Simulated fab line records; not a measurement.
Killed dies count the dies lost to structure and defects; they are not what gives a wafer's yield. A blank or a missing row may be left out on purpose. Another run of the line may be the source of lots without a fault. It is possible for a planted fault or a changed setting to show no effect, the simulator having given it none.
Which of the tools did it? :: flow sky130 :: 12 lots with 36 wafers sampled at 2 steps, on a route of 708 steps

WHAT THE GAUGES SHOWED, per wafer
SKY_SONOS_ONO_OVL_MEAS_14.
lot: L075
measured: day 12 22:17
on: overlay-01
SONOS_ONO_OVL (nm): -2.1 -1.8 -1.4

lot: L077
measured: day 13 14:59
on: overlay-01
SONOS_ONO_OVL (nm): -0.4 -1.2 1.3

lot: L079
measured: day 14 06:44
on: overlay-02
SONOS_ONO_OVL (nm): 0.6 -1.5 -1.2

lot: L081
measured: day 15 00:30
on: overlay-02
SONOS_ONO_OVL (nm): 0.7 1.5 0.9

lot: L083
measured: day 15 18:56
on: overlay-02
SONOS_ONO_OVL (nm): 0.9 1.7 3.4

lot: L085
measured: day 16 12:56
on: overlay-02
SONOS_ONO_OVL (nm): -0.2 -0.6 -0.8

lot: L087
measured: day 17 06:28
on: overlay-02
SONOS_ONO_OVL (nm): 0.0 0.2 -1.6

lot: L089
measured: day 17 18:59
on: overlay-02
SONOS_ONO_OVL (nm): -1.8 -1.6 -2.3

lot: L091
measured: day 18 09:45
on: overlay-02
SONOS_ONO_OVL (nm): 1.4 0.1 1.8

lot: L093
measured: day 19 04:39
on: overlay-01
SONOS_ONO_OVL (nm): -2.2 -1.8 -2.1

lot: L095
measured: day 19 22:14
on: overlay-02
SONOS_ONO_OVL (nm): -0.4 -1.4 -0.5

lot: L097
measured: day 20 10:35
on: overlay-02
SONOS_ONO_OVL (nm): 2.8 2.3 0.6

TOOL THAT RAN EACH LOT (tool first, then ch and the chambers of the sampled wafers, then the start)
lot: L075
SKY_NWELL_RTA_28: rtp anneal-01 ch 0, day 5 12:28

lot: L077
SKY_NWELL_RTA_28: rtp anneal-01 ch 0, day 6 00:26

lot: L079
SKY_NWELL_RTA_28: rtp anneal-02 ch 0, day 6 10:58

lot: L081
SKY_NWELL_RTA_28: rtp anneal-01 ch 0, day 6 23:23

lot: L083
SKY_NWELL_RTA_28: rtp anneal-02 ch 0, day 7 16:16

lot: L085
SKY_NWELL_RTA_28: rtp anneal-02 ch 0, day 8 03:44

lot: L087
SKY_NWELL_RTA_28: rtp anneal-02 ch 0, day 8 17:04

lot: L089
SKY_NWELL_RTA_28: rtp anneal-01 ch 0, day 9 02:23

lot: L091
SKY_NWELL_RTA_28: rtp anneal-02 ch 0, day 9 13:38

lot: L093
SKY_NWELL_RTA_28: rtp anneal-02 ch 0, day 10 03:33

lot: L095
SKY_NWELL_RTA_28: rtp anneal-01 ch 0, day 10 15:55

lot: L097
SKY_NWELL_RTA_28: rtp anneal-02 ch 0, day 11 02:52
- SKY_NWELL_RTA_28: time 30 s.

THE ANSWER, worked out from the rows above alone
Rule: the lots themselves supply what counts as usual. The widest of any qualifying gaps counts: lots, ordered by their means at a reading, are off when they make up no more than a third of the lots, leave a main group of 4 or more, and stand apart from it by 3 or more times the standard deviation of that group's means. If all means in a main group match to the digits the tables above print for the reading, that group is not used. A lot without any number at a reading at which 4 lots or more have one is off too. Any other lot the step has rows for is counted as sound.
None of the lots is off at any reading shown; this tells nothing.

WHAT THE SIMULATOR HAD INSERTED
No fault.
